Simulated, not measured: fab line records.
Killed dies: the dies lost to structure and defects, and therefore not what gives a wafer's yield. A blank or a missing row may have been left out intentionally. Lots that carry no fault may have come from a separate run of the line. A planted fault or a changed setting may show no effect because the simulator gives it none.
Which tool is to blame? + flow gf180mcu + Sampling: 14 lots, 42 wafers, 3 of 602 route steps

== WHAT THE GAUGES READ, wafer by wafer ==
GF_V1_CD_MEAS_14: the cd target is 260 nm. Usual: cd_nm 260.0 nm, standard deviation 1.4.
| lot  | measured     | on        | cd_nm (nm)        | flag |
|------|--------------|-----------|-------------------|------|
| L405 | day 18 23:09 | cd_sem-02 | 262.5 263.0 262.7 |      |
| L406 | day 19 06:37 | cd_sem-02 | 260.3 260.2 260.1 |      |
| L407 | day 19 16:56 | cd_sem-02 | 258.6 256.8 257.0 |      |
| L408 | day 19 18:27 | cd_sem-01 | 260.3 259.0 259.7 |      |
| L411 | day 20 10:14 | cd_sem-02 | 259.2 257.8 258.6 |      |
| L410 | day 20 15:40 | cd_sem-02 | 260.3 261.2 260.6 |      |
| L413 | day 21 06:14 | cd_sem-02 | 259.7 260.8 260.2 |      |
| L412 | day 21 15:23 | cd_sem-02 | 260.8 261.4 261.1 |      |
| L420 | day 23 16:02 | cd_sem-02 | 260.1 259.0 259.6 |      |
| L421 | day 23 22:13 | cd_sem-01 | 258.6 257.7 258.5 |      |
| L425 | day 25 05:13 | cd_sem-02 | 260.3 260.4 260.3 |      |
| L426 | day 25 07:22 | cd_sem-01 | 259.2 259.9 260.7 |      |
| L427 | day 25 15:25 | cd_sem-01 | 259.7 260.7 259.5 |      |
| L428 | day 25 21:09 | cd_sem-02 | 259.9 259.9 260.8 |      |

GF_M2_OVL_MEAS_15. Usual: M2_OVL typically reads -1 nm, with standard deviation 6.4.
| lot  | measured     | on         | M2_OVL (nm) | flag |
|------|--------------|------------|-------------|------|
| L405 | day 20 01:16 | overlay-02 | 3 -2 -1     |      |
| L406 | day 20 08:25 | overlay-01 | -6 -10 -7   |      |
| L407 | day 20 19:34 | overlay-02 | -9 -2 -1    |      |
| L408 | day 20 20:22 | overlay-01 | -4 1 -2     |      |
| L411 | day 21 12:25 | overlay-01 | 3 -6 1      |      |
| L410 | day 21 17:40 | overlay-01 | 6 0 3       |      |
| L413 | day 22 07:19 | overlay-02 | -9 -2 -5    |      |
| L412 | day 22 16:03 | overlay-02 | -1 2 0      |      |
| L420 | day 24 15:34 | overlay-01 | -11 -15 -6  |      |
| L421 | day 24 21:22 | overlay-02 | 11 5 8      |      |
| L425 | day 26 03:46 | overlay-01 | -16 -8 -11  |      |
| L426 | day 26 06:28 | overlay-01 | 7 4 5       |      |
| L427 | day 26 14:10 | overlay-02 | 10 -2 13    |      |
| L428 | day 26 19:29 | overlay-01 | -3 6 1      |      |

== WHICH TOOL RAN EACH LOT (tool, then ch and the chambers of the sampled wafers, then the start) ==
| lot  | GF_M2_SPUTTER_01             |
|------|------------------------------|
| L405 | pvd_sputter-01, day 19 00:46 |
| L406 | pvd_sputter-01, day 19 08:16 |
| L407 | pvd_sputter-02, day 19 18:30 |
| L408 | pvd_sputter-01, day 19 20:04 |
| L411 | pvd_sputter-04, day 20 11:53 |
| L410 | pvd_sputter-01, day 20 17:17 |
| L413 | pvd_sputter-01, day 21 07:51 |
| L412 | pvd_sputter-02, day 21 17:01 |
| L420 | pvd_sputter-02, day 23 17:47 |
| L421 | pvd_sputter-04, day 23 23:52 |
| L425 | pvd_sputter-04, day 25 06:48 |
| L426 | pvd_sputter-01, day 25 08:57 |
| L427 | pvd_sputter-04, day 25 17:01 |
| L428 | pvd_sputter-01, day 25 23:02 |
- GF_M2_SPUTTER_01: material TiN, target thk 30 nm, time 25 s.

== AS READ BY THE TOOLS THEMSELVES (means over the sampled wafers that have a number; for cases with no such wafer, the mark the record gives instead) ==
GF_M2_SPUTTER_01. Usual: cathode_dc_power_W 6500.1 W, standard deviation 1.1; chamber_pressure_pa 0.4000 Pa, standard deviation 0.00084; throttle_valve_pct 29.6 %, standard deviation 1.3.
| lot  | tool           | cathode_dc_power_W (W) | chamber_pressure_pa (Pa) | throttle_valve_pct (%) | flag |
|------|----------------|------------------------|--------------------------|------------------------|------|
| L405 | pvd_sputter-01 | 6500.4                 | 0.4002                   | 28.9                   |      |
| L406 | pvd_sputter-01 | 6500.4                 | 0.3998                   | 28.9                   |      |
| L407 | pvd_sputter-02 | 6500.5                 | 0.3999                   | 29.3                   |      |
| L408 | pvd_sputter-01 | 6499.9                 | 0.3998                   | 28.6                   |      |
| L411 | pvd_sputter-04 | 6499.0                 | 0.4002                   | 30.5                   |      |
| L410 | pvd_sputter-01 | 6499.9                 | 0.4000                   | 29.1                   |      |
| L413 | pvd_sputter-01 | 6500.6                 | 0.4004                   | 28.6                   |      |
| L412 | pvd_sputter-02 | 6500.5                 | 0.4006                   | 29.7                   |      |
| L420 | pvd_sputter-02 | 6500.1                 | 0.3997                   | 29.8                   |      |
| L421 | pvd_sputter-04 | 6500.5                 | 0.3996                   | 30.7                   |      |
| L425 | pvd_sputter-04 | -                      | -                        | -                      | OFF  |
| L426 | pvd_sputter-01 | -                      | -                        | -                      | OFF  |
| L427 | pvd_sputter-04 | 6500.2                 | 0.3998                   | 30.9                   |      |
| L428 | pvd_sputter-01 | 6500.9                 | 0.4002                   | 29.9                   |      |

== THE ANSWER, worked out from the rows above alone ==
Rule: a lot counts as off when the mean over its wafers that have a number is more than 3 standard deviations away from the usual mean. A lot without any number at a reading at which 4 lots or more have one is off too. Where the step has rows for the other lots, those lots are counted as sound. First the gauges in route order, then the tools' own readings, where a lot's mean is used as printed above. The first step at which some lot is off is used, and at that step the reading that is off furthest; a lot without a number counts as furthest.
Off, at GF_M2_SPUTTER_01 on cathode_dc_power_W: L425, L426. Without a number there: L425, L426.
A tool fits if, at that step or a process step before it, it ran every lot that is off, and no sound lot after the first of them. No candidate that was tried fits.

== WHAT WAS PUT IN BY THE SIMULATOR ==
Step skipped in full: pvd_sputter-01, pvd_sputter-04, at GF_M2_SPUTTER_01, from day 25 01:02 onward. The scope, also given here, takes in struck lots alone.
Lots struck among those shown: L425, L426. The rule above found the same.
